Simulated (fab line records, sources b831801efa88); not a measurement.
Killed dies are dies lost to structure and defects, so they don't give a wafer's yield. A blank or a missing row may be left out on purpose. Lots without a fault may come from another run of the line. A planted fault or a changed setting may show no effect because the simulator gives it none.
Tool commonality check | flow sky130 | 12 lots, 36 wafers sampled

WHY IT WAS OPENED
At SKY_LDD_HVP_TW_MEAS_10 the reading LDD_HVP_TW is flagged on 1 of 12 lots. Wafers without a fault read 459.8, standard deviation 1.9.
Rule: a lot is flagged when every wafer of it that has a number lies more than 4 standard deviations from that mean, or none has a number. The other lots count as sound.

lot  | measured     | on            | LDD_HVP_TW, wafer by wafer | flag
L192 | day 22 02:23 | film_metro-01 | 461.0 463.3 458.7          |
L193 | day 22 13:01 | film_metro-02 | 460.9 458.8 457.7          |
L194 | day 23 00:14 | film_metro-01 | 460.1 460.0 462.7          |
L196 | day 23 01:44 | film_metro-04 | 457.2 459.5 460.4          |
L195 | day 23 05:56 | film_metro-04 | 460.2 457.5 459.4          |
L198 | day 23 22:04 | film_metro-01 | 457.8 459.9 458.0          |
L197 | day 24 00:22 | film_metro-02 | 460.6 458.0 459.3          |
L199 | day 24 10:07 | film_metro-01 | 459.6 459.8 460.2          |
L200 | day 24 17:29 | film_metro-02 | 459.0 458.3 459.5          |
L201 | day 25 06:58 | film_metro-01 | 459.5 461.0 462.0          |
L204 | day 26 07:58 | film_metro-02 | 458.8 459.1 458.7          |
L205 | day 26 18:52 | film_metro-01 | 30.5 30.4 30.4             | FLAGGED
The numbers of the flagged lots are 30.4 on average: -429.4 against the usual, or -99 or more standard deviations.

WHICH TOOL RAN EACH LOT
The record holds 1 process step before the reading, out of a route of 708 steps. In each cell: the tool, then ch and the chambers that the sampled wafers went through, then the start.
lot  | flag    | SKY_LDD_HVP_EXPOSE_04
L192 |         | iline_stepper-02 ch 0, day 21 11:34
L193 |         | iline_stepper-02 ch 0, day 21 22:20
L194 |         | iline_stepper-02 ch 0, day 22 08:39
L196 |         | iline_stepper-02 ch 0, day 22 10:10
L195 |         | iline_stepper-02 ch 0, day 22 14:22
L198 |         | iline_stepper-02 ch 0, day 23 07:43
L197 |         | iline_stepper-02 ch 0, day 23 08:58
L199 |         | iline_stepper-02 ch 0, day 23 18:51
L200 |         | iline_stepper-01 ch 0, day 24 02:13
L201 |         | iline_stepper-01 ch 0, day 24 16:02
L204 |         | iline_stepper-01 ch 0, day 25 17:06
L205 | FLAGGED | iline_stepper-01 ch 0, day 26 04:33
What these steps do:
- SKY_LDD_HVP_EXPOSE_04: exposes mask HVPTM, target cd 700 nm.
- SKY_LDD_HVP_TW_MEAS_10

FLAGGED OVER TOTAL, TOOL BY TOOL (the gauges that took the reading come last)
step                   | tool             | lots run | flagged | share of the flagged lots | sound lots run after its first flagged lot
SKY_LDD_HVP_EXPOSE_04  | iline_stepper-01 | 4        | 1       | all                       | 0
SKY_LDD_HVP_EXPOSE_04  | iline_stepper-02 | 8        | 0       | none                      | -
SKY_LDD_HVP_TW_MEAS_10 | film_metro-01    | 6        | 1       | all                       | 0
SKY_LDD_HVP_TW_MEAS_10 | film_metro-02    | 4        | 0       | none                      | -
SKY_LDD_HVP_TW_MEAS_10 | film_metro-04    | 2        | 0       | none                      | -

WHAT THE TABLE ALLOWS
2 rows of the table ran every flagged lot: iline_stepper-01 at SKY_LDD_HVP_EXPOSE_04, film_metro-01 at SKY_LDD_HVP_TW_MEAS_10.
- iline_stepper-01 at SKY_LDD_HVP_EXPOSE_04: 1 of its 4 lots flagged. Its last sound lot is L204 (day 25 17:06), its first flagged lot L205 (day 26 04:33): a fault that began between those two fits.
- film_metro-01 at SKY_LDD_HVP_TW_MEAS_10: 1 of its 6 lots flagged. Its last sound lot is L201 (day 25 06:58), its first flagged lot L205 (day 26 18:52): a fault that began between those two fits.
Counting lots can't tell these 2 tools apart, because each fits a fault that began at some hour. More lots, or a look at what each step does to the wafer, might.

WHAT THE SIMULATOR HAD PUT IN
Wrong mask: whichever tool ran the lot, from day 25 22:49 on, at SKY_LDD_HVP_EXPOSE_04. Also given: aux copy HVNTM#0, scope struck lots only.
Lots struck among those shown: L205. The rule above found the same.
